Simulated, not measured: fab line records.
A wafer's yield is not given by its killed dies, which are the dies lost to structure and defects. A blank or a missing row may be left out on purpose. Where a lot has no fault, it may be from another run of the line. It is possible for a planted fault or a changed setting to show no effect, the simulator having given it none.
Split-lot experiment ; flow gf180mcu ; 23 wafers read from 5 lots, route of 602 steps

## THE SPLIT ITSELF
At GF_TOP_METAL_EXPOSE_11 (exposes mask MetalTop, target cd 440 nm), the setting dose-mj was moved away from the recipe's 170 on 5 of the 23 wafers read, by -5.1% to +4.1%. The other wafers ran this setting at the recipe's value.

## FROM THE SPLIT TO THE READING: what the file shows between them, 2 steps
- GF_TOP_METAL_PEB_12
- GF_TOP_METAL_DEVELOP_13: develop time 60 s

## THE READING
At GF_TOP_METAL_CD_MEAS_14: cd-nm in nanometres, against a target cd of 440 nm. A value of 439.3 nm with a standard deviation of 2 nm is what fault-free wafers of this fab line usually give.

wafer;tool, chamber at the split;dose-mj as run;against the recipe;cd-nm, nm;against lot-mates on the recipe
L074.1;iline-stepper-02, 0;177;+4.1%;425.9;-12.7
L074.3;iline-stepper-02, 0;177;+4.1%;426.5;-12.1
L074.4;iline-stepper-02, 0;177;+4.1%;426.4;-12.2
L074.5;iline-stepper-02, 0;170;recipe;438.3;-
L074.6;iline-stepper-02, 0;170;recipe;438.9;-
L076.1;iline-stepper-01, 0;170;recipe;438.7;-
L076.2;iline-stepper-01, 0;170;recipe;439.0;-
L076.3;iline-stepper-01, 0;170;recipe;436.1;-
L076.5;iline-stepper-01, 0;161.3;-5.1%;451.6;+13.7
L076.6;iline-stepper-01, 0;161.3;-5.1%;452.8;+14.9
L078.1;iline-stepper-01, 0;170;recipe;440.1;-
L078.2;iline-stepper-01, 0;170;recipe;438.6;-
L078.3;iline-stepper-01, 0;170;recipe;438.6;-
L078.4;iline-stepper-01, 0;170;recipe;438.5;-
L078.5;iline-stepper-01, 0;170;recipe;439.0;-
L083.1;iline-stepper-01, 0;170;recipe;442.9;-
L083.2;iline-stepper-01, 0;170;recipe;438.8;-
L083.3;iline-stepper-01, 0;170;recipe;440.1;-
L083.4;iline-stepper-01, 0;170;recipe;440.6;-
L083.6;iline-stepper-01, 0;170;recipe;440.3;-
L084.1;iline-stepper-02, 0;170;recipe;439.4;-
L084.4;iline-stepper-02, 0;170;recipe;440.1;-
L084.6;iline-stepper-02, 0;170;recipe;441.8;-

THE FIT
A straight line over all 23 wafers: cd-nm changes by -2.83 nm for each +1% of dose-mj; r = -0.97; the points scatter about the line by 1.5 nm.
The same after taking each lot's own level away (the mean of its wafers on the recipe; 23 wafers): -2.89 nm for each +1%; r = -0.99; scatter 0.99 nm.
The reading moves by 15 nm for the largest change in dose-mj, on that fit.
Across the lots, their own levels run from 437.93 to 440.54 nm, a range of 1.3 times the standard deviation given above.
Hence the lot-to-lot level has little effect on the slope; both slopes agree.
Check: with one of the wafers moved furthest among these (-5.1%) left out of the fit, the line predicts +15.1 nm for it against its lot-mates. It came out at +13.7 nm against them.

## THE OTHER SPLITS THESE WAFERS WENT THROUGH
These wafers also went through other splits before the reading. Each is held against what the fit with the lots' levels taken away leaves over:
other split on the same wafers;wafers away from the commonest value;r with cd-nm (lot level and that fit taken away)
GF_V3_ETCH_17 source-w;10;+0.00
GF_M4_SPUTTER_03 power-w;11;-0.17
GF_M4_STRIP_17 pressure-mtorr;15;+0.10
GF_V4_CVD_00 sih4-flow-sccm;5;+0.02
GF_V4_PEB_12 peb-temp-c;11;-0.18
GF_V4_ETCH_17 bias-w;7;-0.13
GF_MIM_SPUTTER_01 power-w;8;+0.19
GF_MIM_SPUTTER_08 chamber-pressure-pa;15;-0.03
GF_TOP_METAL_SPUTTER_00 power-w;8;+0.13

## THE WHOLE CHAIN: every reading that the file lists as answering this split, in the file's order
step;what it does;reading;change (the file's fit);r (the file's)
GF_TOP_METAL_CD_MEAS_14;target cd 440 nm;cd-nm;-2.88 nm for each +1% of the setting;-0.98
GF_TOP_METAL_METAL_ETCH_16;etches the open film in Cl2/BCl3, stops on SiO2, target depth 1077.5 nm, time 179.6 s;TOP_METAL.cd-nm (the simulator's own value, which no gauge read);-3.04 nm for each +1% of the setting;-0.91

## THE FILE'S OWN FIT
cd-nm changes by -2.88 nm for each +1% of dose-mj, r = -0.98.
